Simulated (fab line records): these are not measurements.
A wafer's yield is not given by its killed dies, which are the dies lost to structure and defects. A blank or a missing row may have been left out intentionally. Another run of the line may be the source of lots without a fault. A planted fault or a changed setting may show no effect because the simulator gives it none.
Problem report in the 8D (eight disciplines) form, filled by code | flow gf180mcu | the parts of the form that need people (team, actions taken, sign-off) are left out

## 1. THE PROBLEM
V1_CVD_02_THK at GF_V1_THK_MEAS_03 reads a mean of 1162 nm on 2 wafers of 1 lot; wafers without a fault read 854 nm with a standard deviation of 12. That puts it +26 standard deviations away from the usual mean.
First seen on wafer L150.2, day 21 03:00, on filmMetro-02. At this step, 36 wafers from 12 lots have a number in the record. By rule, "out" or "out of limits" means more than 4 standard deviations away from the usual mean. The other wafers with a number count as sound.

## 2. WHAT IT IS; WHAT IT IS NOT
question                    | is                | is not
which readings at this step | V1_CVD_02_THK     | -
which lots                  | L150              | L138, L139, L140, L141, L142, L145, L155, L156, L158, L159, L160
which wafers of those lots  | L150.2, L150.3    | L150.4
read on which gauges        | filmMetro-02      | filmMetro-03, filmMetro-04
when                        | from day 21 03:00 | up to then (19 sound wafers); but 15 sound wafers of L155, L156, L158, L159, L160 came after

## 3. SUSPECTS, AND WHAT RULES EACH OUT
Counting: if a tool at a process step up to the reading ran every lot that is out, it stays a suspect. Sound lots after the first of them don't rule it out here, since some wafers of a struck lot are sound.
- the gauge at GF_V1_THK_MEAS_03 is ruled out. All the wafers that are out were read on filmMetro-02, but those of them that GF_V1_CMP_04 has rows for are out there too, on other tools.
- pvdSputter-02 at GF_CONTACT_SPUTTER_22 (material Ti, target thk 15 nm, time 80.02 s): kept. The lot that is out, L150, ran on it at day 20 00:46; the last sound lot it ran before that was L142, at day 17 10:40.
- pecvd-01 at GF_V1_CVD_02 (deposits SiO2 from TEOS, target thk 850 nm, time 94.851 s): kept. The lot that is out, L150, ran on it at day 21 02:55; the last sound lot it ran before that was L142, at day 18 11:37.
- Within pecvd-01 at GF_V1_CVD_02: the wafers that are out ran in chambers 0, 2; their sound lot-mates ran in chamber 1.
After counting, pvdSputter-02 at GF_CONTACT_SPUTTER_22 and pecvd-01 at GF_V1_CVD_02 remain.

## 4. THE CAUSE (what the simulator had put in)
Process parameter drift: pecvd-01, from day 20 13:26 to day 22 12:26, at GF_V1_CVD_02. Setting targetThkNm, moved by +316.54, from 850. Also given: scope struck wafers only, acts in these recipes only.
Counting leaves 2 suspects; this tool is one of them.

## 5. THE CHAIN OF EFFECTS, in route order
Each row: a reading whose mean over the struck wafers that have a number lies more than 3 standard deviations from the usual. Scope: only readings with a usual standard deviation given in the record; hours: median across lots of the time from each lot's start at the first step in this table that gives one to its start at this step; sigmas: change in usual standard deviations.
hours | step              | reading         | usual  | on struck wafers | change | sigmas
0     | GF_V1_THK_MEAS_03 | V1_CVD_02_THK   | 854 nm | 1162             | +308   | +26
0     | GF_V1_CMP_04      | timeToEndpointS | 79 s   | 194              | +116   | +18
Process steps it contains:
- GF_V1_CMP_04: polishes SiO2.

## 6. HOW IT WOULD HAVE BEEN CAUGHT EARLIER
The first out-of-limits reading at a measuring or inspecting step in this record came at day 21 03:00, 14 hours after the fault's start at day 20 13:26.
Tool readings at GF_V1_CVD_02 with a usual standard deviation given in the record: none out on any struck wafer, hence no alarm at a limit of 4 standard deviations on them.
By day 21 03:00 the whole set of lots that are out, 1 in number, had already begun GF_V1_CVD_02 on pecvd-01. A hold on the tool at that time would have spared none of them.
